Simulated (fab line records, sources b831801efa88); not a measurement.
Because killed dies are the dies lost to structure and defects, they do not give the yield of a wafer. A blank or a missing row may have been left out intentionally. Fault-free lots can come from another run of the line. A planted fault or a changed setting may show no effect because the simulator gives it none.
fab line records | flow sky130
record: lots: 5 wafers: 15 lastDay: 49
route steps=708 shown DNWELL@37 PWDE@45 NWELL@56
lots that met no fault: from a run of the same line without faults
startH: hours from the record's opening day to when the first of the lot's shown wafers began | waitH: hours from the lot's prior step to this one | " as in the row above | L1.1+2: one row covering several wafers at once | - either no value or no given start | * or withheld: withheld | < > ~ a bound
route shown NAME@n: names a module that has steps shown in the file, with the first one's number in the route | usual: the fault-free wafers' mean and standard deviation | same: alike in all rows | chamber/n: place in a boat | sites: each site's reading | _std_site: their standard deviation | _edge_site: the outer-site mean with the inner-site mean subtracted | radiusMm: how far each site lies from the wafer's centre | mask NAME#n: copy n | behind: tool/chamber where the wafer was last shaped | hold: why the lot went on hold/how many hours it stayed there/how the hold came to an end | device: the transistor (n, p or np) that didn't switch | end of line: at the end of the route, the tests of the same wafers | step lacking rows: just its recipe | killed: the dies lost at the first sort to structure and to defects; this is not the yield of the wafer | map: a wafer's dies, marking killed ones x, the rest . and places with no die _
set.NAME: the setting the step ran with; set.NAME@STEP: the setting that earlier step ran with | model.NAME: the simulator's own value behind a step, which no gauge read
lots at selected steps of the route; one table per step, one row per wafer
services: the hour from which a tool's chamber was out of use, counted from the record's first day as startH (under 0 if before that day), plus the number of hours and why
== steps ==
step: SKY_DNWELL_COAT_02
recipe: spinRpm: 2000 resistThkNm: 2942
step: SKY_DNWELL_SOFTBAKE_03
recipe: tempC: 110 timeS: withheld
step: SKY_DNWELL_EXPOSE_04
recipe: maskId: DNM na: 0.57 targetCdNm: 3000 doseMj: 222
step: SKY_DNWELL_PEB_05
recipe: tempC: 115 timeS: withheld
step: SKY_DNWELL_DEVELOP_06
recipe: wallAngleDeg: 90 developer: TMAH developTimeS: 60 devTempC: 23
step: SKY_DNWELL_IMPLANT_07
recipe: species: P energyKev: withheld doseCm2: withheld tiltDeg: withheld
step: SKY_DNWELL_STRIP_08
recipe: chemistry: O2/N2 powerW: 1400 pressureMtorr: 1500 platenTempC: withheld o2FlowSccm: 3000 n2FlowSccm: 300 overashFraction: 0.5
usual: drypumpMotorCurrentA: 5.8/0.41 n2FlowSccm: 299.9/0.85 oesProductAu: 0.722/0.0051 stripTimeToEndpointS: 36.26/0.095
columns lot.wafer tool chamber startH waitH drypumpMotorCurrentA n2FlowSccm oesProductAu rfHoursCounterH stripTimeToEndpointS
L338.1 plasmaAsher-04 1 60.92 0.1 5.5 299.7 0.724 39 36.23
L338.2 " 0 " " 5.8 300.4 0.719 39 36.17
L338.4 " 1 " " 5.5 299.0 0.724 - 36.10
L339.2 plasmaAsher-01 1 68.12 0.1 6.0 299.6 0.726 36 36.29
L339.5 " 1 " " 6.0 299.5 0.734 - 36.33
L339.6 " 0 " " 6.5 300.2 0.722 - 36.31
L343.1 plasmaAsher-01 0 93.31 0.1 6.5 300.4 0.725 39 36.24
L343.2 " 1 " " 6.0 299.3 0.717 39 36.18
L343.5 " 0 " " 6.5 300.1 0.720 - 36.22
L353.2 plasmaAsher-04 1 144.43 0.1 5.5 300.2 0.720 3 36.49
L353.4 " 0 " " 5.9 301.0 0.722 - 36.32
L353.5 " 1 " " 5.5 299.1 0.724 - 36.33
L354.2 plasmaAsher-02 0 149.62 0.1 5.2 299.7 0.721 49 36.09
L354.4 " 1 " " 6.1 300.4 0.719 - 36.19
L354.6 " 0 " " 5.2 300.7 0.720 - 36.21
step: SKY_DNWELL_TW_MEAS_09
usual: DNWELL_TW: 1127/13
columns lot.wafer tool chamber startH waitH DNWELL_TW
L338.1 filmMetro-04 - 61.02 0.1 1144
L338.2 " - " " 1137
L338.4 " - " " 1141
L339.2 filmMetro-01 - 68.23 0.1 1118
L339.5 " - " " 1125
L339.6 " - " " 1131
L343.1 filmMetro-01 - 93.41 0.1 1116
L343.2 " - " " 1124
L343.5 " - " " 1119
L353.2 filmMetro-02 - 144.54 0.1 1121
L353.4 " - " " 1124
L353.5 " - " " 1119
L354.2 filmMetro-02 - 149.73 0.1 1120
L354.4 " - " " 1115
L354.6 " - " " 1118
step: SKY_PWDE_DEHYDRATE_00
recipe: tempC: 200 timeS: 60
step: SKY_PWDE_HMDS_01
recipe: primeTimeS: 60 primeTempC: 120
step: SKY_PWDE_COAT_02
recipe: spinRpm: 2000 resistThkNm: 3000
step: SKY_PWDE_SOFTBAKE_03
recipe: tempC: 110 timeS: withheld
step: SKY_PWDE_EXPOSE_04
recipe: maskId: PWDEM na: 0.6 sourceShape: conventional sigmaOuter: 0.6 polarization: unpolarized targetCdNm: 840 doseMj: 214
usual: reticleTempC: 22.99/0.12
columns lot.wafer tool chamber startH waitH mask reticleTempC
L338.1 ilineStepper-01 0 68.92 - PWDEM#0 22.99
L338.2 " 0 " " PWDEM#0 23.02
L338.4 " 0 " " PWDEM#0 23.11
L339.2 ilineStepper-02 0 76.92 - PWDEM#0 22.88
L339.5 " 0 " " PWDEM#0 22.93
L339.6 " 0 " " PWDEM#0 22.91
L343.1 ilineStepper-01 0 102.11 - DNM#0 22.78
L343.2 " 0 " " DNM#0 22.70
L343.5 " 0 " " DNM#0 22.92
L353.2 ilineStepper-01 0 154.33 - PWDEM#0 23.00
L353.4 " 0 " " PWDEM#0 23.07
L353.5 " 0 " " PWDEM#0 23.22
L354.2 ilineStepper-01 0 159.60 - PWDEM#0 22.75
L354.4 " 0 " " PWDEM#0 22.81
L354.6 " 0 " " PWDEM#0 22.95
step: SKY_PWDE_PEB_05
recipe: tempC: 115 timeS: withheld
step: SKY_PWDE_DEVELOP_06
recipe: wallAngleDeg: 90 developer: TMAH developTimeS: 60 devTempC: 23
step: SKY_PWDE_OVL_MEAS_07
usual: PWDE_OVL: 0.2/1.5
columns lot.wafer tool chamber startH waitH PWDE_OVL[nm]
L338.1 overlay-01 - 77.14 - 0.9
L338.2 " - " " 0.6
L338.4 " - " " 0.1
L339.2 overlay-02 - 84.30 - 0.1
L339.5 " - " " 1.6
L339.6 " - " " 0.9
L343.1 overlay-02 - 110.78 - -
L343.2 " - " " -
L343.5 " - " " -
L353.2 overlay-02 - 163.42 - -3.1
L353.4 " - " " -3.0
L353.5 " - " " 0.3
L354.2 overlay-01 - 168.53 - -2.0
L354.4 " - " " 0.2
L354.6 " - " " -1.8
step: SKY_PWDE_IMPLANT_08
recipe: species: B energyKev: 150 doseCm2: 3.6e+12 tiltDeg: withheld
step: SKY_PWDE_STRIP_09
recipe: chemistry: O2/N2 powerW: 1400 pressureMtorr: 1500 platenTempC: withheld o2FlowSccm: 3000 n2FlowSccm: 300 overashFraction: 0.5
usual: drypumpMotorCurrentA: 5.9/0.31 n2FlowSccm: 300.2/0.97 oesProductAu: 0.723/0.0044 stripTimeToEndpointS: 36.91/0.11
columns lot.wafer tool chamber startH waitH drypumpMotorCurrentA n2FlowSccm oesProductAu rfHoursCounterH stripTimeToEndpointS
L338.1 plasmaAsher-01 1 77.33 0.1 6.0 300.3 0.726 37 36.82
L338.2 " 0 " " 6.5 300.2 0.724 37 36.70
L338.4 " 0 " " 6.5 301.6 0.721 - 36.72
L339.2 plasmaAsher-04 1 84.48 0.1 5.5 300.8 0.726 42 36.87
L339.5 " 1 " " 5.5 300.7 0.727 - 36.90
L339.6 " 0 " " 5.9 300.8 0.723 - 36.90
L343.1 plasmaAsher-01 0 110.96 0.1 6.5 300.6 0.719 41 37.16
L343.2 " 1 " " 6.0 301.5 0.727 41 37.10
L343.5 " 0 " " 6.5 302.0 0.717 - 37.12
L353.2 plasmaAsher-04 1 163.60 0.1 5.5 299.4 0.726 5 36.72
L353.4 " 0 " " 5.8 299.9 0.724 - 36.81
L353.5 " 0 " " 5.8 300.8 0.724 - 36.90
L354.2 plasmaAsher-03 1 168.71 0.1 5.7 299.5 0.727 30 36.81
L354.4 " 1 " " 5.7 298.4 0.728 - 36.89
L354.6 " 1 " " 5.7 299.1 0.720 - 36.84
step: SKY_PWDE_TW_MEAS_10
usual: PWDE_TW: 379/3.9
columns lot.wafer tool chamber startH waitH PWDE_TW
L338.1 filmMetro-02 - 77.43 0.1 376
L338.2 " - " " 376
L338.4 " - " " 376
L339.2 filmMetro-02 - 84.59 0.1 375
L339.5 " - " " 374
L339.6 " - " " 375
L343.1 filmMetro-04 - 111.06 0.1 31
L343.2 " - " " 31
L343.5 " - " " 31
L353.2 filmMetro-01 - 163.71 0.1 376
L353.4 " - " " 376
L353.5 " - " " 376
L354.2 filmMetro-01 - 168.82 0.1 377
L354.4 " - " " 376
L354.6 " - " " 378
step: SKY_NWELL_DEHYDRATE_03
recipe: tempC: 200 timeS: 60
== services ==
columns tool chamber startH hours kind
plasmaAsher-02 - 69.87 3.5 repair
ilineStepper-01 - 70.24 1.7 pm
ilineStepper-02 0 70.60 - calibration
ilineStepper-01 - 75.84 1.8 repair
plasmaAsher-03 - 77.84 21.3 repair
plasmaAsher-01 - 86.72 2.8 pm
plasmaAsher-04 - 108.75 9.0 pm
plasmaAsher-04 0 108.75 9.0 ventCycle
plasmaAsher-04 1 108.75 9.0 ventCycle
plasmaAsher-02 - 110.65 5.4 repair
ilineStepper-02 - 111.80 4.6 repair
plasmaAsher-03 - 112.16 11.3 repair
plasmaAsher-04 0 117.75 - clean
plasmaAsher-04 1 117.75 - clean
plasmaAsher-03 - 128.24 2.5 repair
plasmaAsher-03 - 138.45 2.4 repair
== key ==
firstSign: step: SKY_PWDE_EXPOSE_04 reading: mask direction: changed
effect: step: SKY_PWDE_OVL_MEAS_07 reading: PWDE_OVL direction: missing
effect: step: SKY_PWDE_TW_MEAS_10 reading: PWDE_TW direction: down sigmas: 89 usual: 379 struck: 31
metAt SKY_PWDE_EXPOSE_04
struckWafers L343.1,L343.2,L343.5
sortLeftOut L343.1,L343.2,L343.5
testerLeftOut L343
onsetBetween 68.92 102.11
fault: kind: wrongMask tool: any chamber: - onsetH: 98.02 steps: SKY_PWDE_EXPOSE_04 auxCopy: DNM#0 scope: struckLotsOnly
testerLeftOut: of these lots the tester's yield and bins aren't shown, on N5 and GAA mostly nor the transistor test; their killed dies are dies lost to structure and defects alone, not to doping, threshold or leakage, so they don't give the yield
sortLeftOut: the simulated sort isn't trusted on such a fault, so these wafers' sort isn't shown, and their yield isn't known
